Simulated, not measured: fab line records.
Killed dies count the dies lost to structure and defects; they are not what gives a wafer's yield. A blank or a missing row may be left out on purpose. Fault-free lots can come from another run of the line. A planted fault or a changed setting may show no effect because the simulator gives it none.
Struck lot and sound lot, side by side || flow sky130 || 15 steps out of a route of 708
Sound: wafers L993.1, L993.4, L993.6. The struck wafers were L103.3, L103.4, L103.6. The cause is named last.
Each step with rows lists, per side, the tool, then ch with its chambers, then its first start. Under that, the readings that differ: sound wafers || struck wafers || difference of the means || sigmas: that difference in standard deviations of wafers without a fault.
alike: readings whose means differ by less than 2 such deviations, and words and numbers that are the same on both sides. not compared: withheld readings, readings that some wafer has no value for, bounds like >300 that may hide the same value, and numbers for which the record gives no deviation and whose values overlap.
Wherever a step has rows on one side only, a row that says differs or no value, or a row with sigmas, the two part there. Numbers that don't overlap but have no deviation are shown without sigmas and don't part them. A reading that every wafer of one side lacks parts them only if that side has two wafers or more.

first, 6 steps without rows for these wafers: SKY_VIA4_HMDS_05 (prime time 60 s); SKY_VIA4_COAT_06 (resist thk 1140 nm); SKY_VIA4_SOFTBAKE_07 (time 60 s); SKY_VIA4_EXPOSE_08 (exposes mask VIM4, target cd 800 nm); SKY_VIA4_PEB_09; SKY_VIA4_DEVELOP_10 (develop time 60 s).
SKY_VIA4_OVL_MEAS_11:
  sound on overlay-01, day 44 13:19; struck on overlay-01, day 47 02:38
  alike: VIA4_OVL
SKY_VIA4_ETCH_12: etches SiO2 in C4F8/O2/Ar, stops on TiN, target depth 580 nm.
  sound on rie diel-02 ch 0,1, day 44 13:22; struck on rie diel-02 ch 0,1,3, day 47 02:39
  alike: oes product au
SKY_VIA4_STRIP_13: strips in O2/N2.
  sound on plasma asher-03 ch 0,1, day 44 13:26; struck on plasma asher-03 ch 0,1, day 47 02:46
  alike: drypump motor current A, oes product au, strip time to endpoint s
  not compared: rf hours counter h
then, 3 steps without rows for these wafers: SKY_VIA4_STRIP_14 (strips in post etch residue remover, time 1200 s); SKY_VIA4_CLEAN_15 (cleans in IPA, time 180 s); SKY_VIA4_CLEAN_16 (cleans in O3/DIW).
SKY_VIA4_SPUTTER_17: material TiN, target thk 20 nm, time 80 s.
  sound on pvd sputter-03, day 44 14:04; struck on pvd sputter-03, day 47 03:19
{"reading": "cathode dc power W (W)", "sound": "4000.2 4001.2 4000.1", "struck": "3540.2 3540.7 3540.6", "difference": -460.0, "sigmas": "-99 or more"}
{"reading": "model.TiN_of_VIA4_SPUTTER_17.thk nm (nm)", "sound": "19.34 19.62 19.57", "struck": "17.25 17.19 17.21", "difference": -2.29, "sigmas": ""}
  alike: throttle valve pct
SKY_VIA4_CVD_18: deposits W, target thk 505 nm, time 152.14 s.
  sound on cvd w-02 ch 0,1, day 44 14:08; struck on cvd w-01 ch 0,1, day 47 03:26
  alike: chamber pressure Torr, heater power w
SKY_PAD_OPEN_PROBE_99:
  the record has rows for the sound wafers here (prober-01, day 47 12:34) and none for the struck ones

## WHERE THEY PART
At SKY_VIA4_SPUTTER_17 first; at SKY_PAD_OPEN_PROBE_99 last (within this record only).

WHY: whatever the simulator had introduced
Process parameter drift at SKY_VIA4_SPUTTER_17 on pvd sputter-03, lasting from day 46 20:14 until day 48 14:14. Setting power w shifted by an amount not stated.
